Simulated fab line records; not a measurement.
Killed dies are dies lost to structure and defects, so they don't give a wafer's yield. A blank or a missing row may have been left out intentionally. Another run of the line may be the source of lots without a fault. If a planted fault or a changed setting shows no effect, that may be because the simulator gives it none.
Matching of chambers	flow gf180mcu	3 sister chambers for GF_V3_CVD_00 on hdpcvd-02
The step deposits SiO2, target thk 600 nm, time 100 s. 3 wafers are shown with their chamber, then 7 later ones without.

WAFERS, EACH WITH ITS CHAMBER
wafer	chamber	sih4_flow_sccm (sccm)
L108.1	2	60.16
L108.2	0	60.13
L108.3	1	60.06

WAFERS WITH NO CHAMBER GIVEN
wafer	sih4_flow_sccm (sccm)
L109.1	60.18
L109.5	60.17
L109.6	59.83
L112.1	59.72
L112.2	60.00
L112.3	59.77
L119.5	60.00

WHICH CHAMBER EACH ONE RAN IN
wafer	from the rows above	in truth
L109.1	can't be placed: 2 or 0 or 1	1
L109.5	can't be placed: 2 or 0 or 1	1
L109.6	can't be placed: 1 or 0 or 2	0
L112.1	can't be placed: 1 or 0 or 2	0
L112.2	can't be placed: 1 or 0 or 2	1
L112.3	can't be placed: 1 or 0 or 2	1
L119.5	can't be placed: 1 or 0 or 2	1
Correct placement for 0 of the 7. Can't be placed from these rows: 7 (the true chamber is among the candidates in 7). Placed wrongly: 0.
How it was worked out, from the rows above alone: a wafer's distance from a chamber is the root of the sum, over the readings, of the square of ((its reading less the chamber's mean) divided by the reading's scatter). If the next closest chamber is less than 2 further off than the closest, the wafer can't be placed; otherwise it belongs to the closest. Each chamber's mean is taken over the wafers shown for it. The scatter: root of mean squared gap, hidden wafer to nearest shown wafer, with one shown wafer a chamber.
